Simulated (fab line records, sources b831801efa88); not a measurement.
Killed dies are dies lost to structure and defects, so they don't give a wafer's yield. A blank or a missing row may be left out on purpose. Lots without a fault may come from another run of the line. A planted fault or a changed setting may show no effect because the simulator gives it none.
Which tool did it? | flow gf180mcu | 7 lots, 21 wafers sampled, at 2 steps of a route of 602

WHAT THE GAUGES READ, wafer by wafer
GF_V2_BOW_MEAS_05.
lot  | measured     | on            | V2_BOW (um)
L969 | day 19 15:50 | film_metro-03 | 105 95 100
L972 | day 20 14:53 | film_metro-04 | 99 99 96
L975 | day 21 20:35 | film_metro-01 | 90 99 84
L977 | day 22 14:01 | film_metro-03 | 89 114 110
L980 | day 23 21:01 | film_metro-04 | 101 92 101
L983 | day 25 01:19 | film_metro-01 | 81 98 91
L989 | day 26 14:53 | film_metro-03 | 107 102 108

WHICH TOOL RAN EACH LOT (tool, then ch and the chambers of the sampled wafers, then the start)
lot  | GF_M2_SPUTTER_00
L969 | pvd_sputter-04, day 18 14:29
L972 | pvd_sputter-01, day 19 13:14
L975 | pvd_sputter-01, day 20 19:19
L977 | pvd_sputter-04, day 21 13:04
L980 | pvd_sputter-02, day 22 20:50
L983 | pvd_sputter-04, day 24 01:16
L989 | pvd_sputter-04, day 25 16:28
- GF_M2_SPUTTER_00: material Ti, target thk 37.5 nm, time 150 s.

THE ANSWER, worked out from the rows above alone
Rule: what is usual is taken from the lots themselves. Put in order of their means at a reading, lots are off if they are a third of the lots or fewer, leave a main group of 4 or more, and stand apart from it by a gap of 3 or more times the standard deviation of the main group's means; of several such gaps the widest counts. A main group whose means are all the same, to the digits that the tables above print for the reading, isn't used. A lot without any number at a reading at which 4 lots or more have one is off too. The other lots that the step has rows for count as sound.
No lot is off at any reading shown: from this, nothing can be told.

WHAT THE SIMULATOR HAD PUT IN
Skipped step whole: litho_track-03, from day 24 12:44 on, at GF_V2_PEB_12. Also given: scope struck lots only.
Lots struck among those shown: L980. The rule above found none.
